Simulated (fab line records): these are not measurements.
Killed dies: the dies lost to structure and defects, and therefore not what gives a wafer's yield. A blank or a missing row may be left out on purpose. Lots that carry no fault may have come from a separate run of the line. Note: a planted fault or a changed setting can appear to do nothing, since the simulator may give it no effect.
Split-lot experiment -- flow sfqLine -- route with 325 steps; 5 lots, 23 wafers read

## ABOUT THE SPLIT
At SFQ_TRILAYER_I2_VIA_BARC_OPEN_VIA_ETCH_096 (etches BARC in O2, target depth 125 nm, time 41.7 s), the setting timeS was moved away from the recipe's 41.7 s on 11 of the 23 wafers read, by -8.6% to +11.6%. For the rest of the wafers, this setting stayed at what the recipe calls for.

The reading comes from the split's own step.

## THE READING
KrF_of_TRILAYER_I2_VIA_LITHO_COAT_067.thkNm (the simulator's own value, which no gauge read), in nm, at SFQ_TRILAYER_I2_VIA_BARC_OPEN_VIA_ETCH_096 (etches BARC in O2, target depth 125 nm, time 41.7 s). There is no usual value for it anywhere in the file. The 12 wafers here that ran the recipe average 573.8 nm, standard deviation 2.4 nm.

wafer,"tool, chamber at the split","timeS as run, s",against the recipe,"KrF_of_TRILAYER_I2_VIA_LITHO_COAT_067.thkNm, nm",against lot-mates on the recipe
L075.2,"rieDiel-03, 2",41.7,recipe,574,-
L075.3,"rieDiel-03, 3",41.7,recipe,573.4,-
L075.4,"rieDiel-03, 1,3",38.12,-8.6%,577.5,+4.3
L075.5,"rieDiel-03, 1,3",38.12,-8.6%,577.5,+4.3
L075.6,"rieDiel-03, 0",41.7,recipe,572.1,-
L077.1,"rieDiel-04, 1",39.39,-5.5%,575,+4.2
L077.2,"rieDiel-04, 2",41.7,recipe,569.6,-
L077.4,"rieDiel-04, 3",39.39,-5.5%,574.8,+4.0
L077.5,"rieDiel-04, 2",39.39,-5.5%,570.8,+0.0
L077.6,"rieDiel-04, 1",41.7,recipe,571.9,-
L079.1,"rieDiel-02, 3",41.7,recipe,570.5,-
L079.4,"rieDiel-02, 2",41.7,recipe,575.6,-
L079.6,"rieDiel-02, 2",41.7,recipe,575.5,-
L080.1,"rieDiel-03, 1",38.96,-6.6%,577.8,+3.6
L080.2,"rieDiel-03, 3",41.7,recipe,575.7,-
L080.3,"rieDiel-03, 1",38.96,-6.6%,579.5,+5.3
L080.5,"rieDiel-03, 3",41.7,recipe,572.6,-
L080.6,"rieDiel-03, 1",38.96,-6.6%,579.9,+5.7
L084.1,"rieDiel-02, 3",46.52,+11.6%,567.1,-10.1
L084.2,"rieDiel-02, 0",46.52,+11.6%,568.4,-8.8
L084.3,"rieDiel-02, 1",46.52,+11.6%,568.5,-8.7
L084.5,"rieDiel-02, 2",41.7,recipe,576.7,-
L084.6,"rieDiel-02, 1",41.7,recipe,577.6,-
Rows listing several chambers each stand for several wafers; the file does not say which wafer went through which chamber.

THE FIT
A straight line over all 23 wafers: KrF_of_TRILAYER_I2_VIA_LITHO_COAT_067.thkNm changes by -0.478 nm for each +1% of timeS; r = -0.76; the points scatter about the line by 2.4 nm.
The same after taking each lot's own level away (the mean of its wafers on the recipe; 23 wafers): -0.704 nm for each +1%; r = -0.94; scatter 1.6 nm.
The reading moves by 8.1 nm for the largest change in timeS, on that fit.
From 570.75 to 577.15 nm: that is the span of the lots' own levels, equal to 2.7 times the standard deviation above.
So the lot-to-lot level blurs the effect unless lot-mates are compared.
Check: with one of the wafers moved furthest among these (+11.6%) left out of the fit, the line predicts -8.03 nm for it against its lot-mates. It came out at -10.1 nm against them.

## THE OTHER SPLITS THESE WAFERS WENT THROUGH
These wafers also went through other splits before the reading. Each is held against what the fit with the lots' levels taken away leaves over:
other split on the same wafers,wafers away from the commonest value,r with KrF_of_TRILAYER_I2_VIA_LITHO_COAT_067.thkNm (lot level and that fit taken away)
SFQ_TRILAYER_I1_VIA_BARC_OPEN_VIA_ETCH_071 sourceW,8,+0.36
SFQ_TRILAYER_I2_VIA_LITHO_COAT_072 spinRpm,10,-0.05

## THE FILE'S OWN FIT
KrF_of_TRILAYER_I2_VIA_LITHO_COAT_067.thkNm changes by -0.679 nm for each +1% of timeS, r = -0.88.
